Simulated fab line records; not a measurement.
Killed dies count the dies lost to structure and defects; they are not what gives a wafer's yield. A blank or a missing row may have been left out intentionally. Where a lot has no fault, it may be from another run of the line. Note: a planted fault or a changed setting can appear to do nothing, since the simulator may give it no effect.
Matching of chambers	flow sky130	4 sister chambers for SKY_SPACER_ETCHBACK_02 on rie-diel-04
The step etches Si3N4 in CH3F/O2, stops on SiO2, time 46.7 s, target depth 45 nm. 8 wafers are shown with their chamber, then 7 later ones without.

== EACH WAFER AND ITS CHAMBER ==
wafer	chamber	drypump-motor-current-A (A)	oes-product-au (a.u.)
L722.1	1	5.6	0.859
L722.5	0	5.2	0.864
L723.3	1	5.7	0.859
L725.1	3	6.4	0.870
L725.3	2	6.3	0.859
L725.4	0	5.2	0.863
L726.4	2	6.2	0.857
L726.5	3	6.4	0.858

== WAFERS WITH NO CHAMBER GIVEN ==
wafer	drypump-motor-current-A (A)	oes-product-au (a.u.)
L726.6	5.3	0.861
L732.4	6.4	0.856
L732.5	5.6	0.855
L732.6	6.3	0.858
L735.1	6.4	0.848
L735.4	5.2	0.855
L735.5	5.7	0.856

== WHICH CHAMBER EACH WENT THROUGH ==
wafer	from the rows above	in truth
L726.6	0	0
L732.4	can't be placed: 3 or 2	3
L732.5	1	1
L732.6	can't be placed: 2 or 3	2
L735.1	can't be placed: 3 or 2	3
L735.4	0	0
L735.5	1	1
Placed correctly: 4 of 7. Not placeable from these rows: 3 (in 3, the candidates include the true chamber). Wrongly placed: 0.
How it was worked out, from the rows above alone: a wafer's distance from a chamber is the root of the sum, over the readings, of the square of ((its reading less the chamber's mean) divided by the reading's scatter). The wafer belongs to the nearest chamber; if the next one is less than 2 further off, it can't be placed. The mean given for a chamber averages the wafers shown for that chamber. The scatter is the square root of a quotient: the sum, over the shown wafers, of each reading's squared deviation from its chamber's mean, divided by wafers minus chambers.
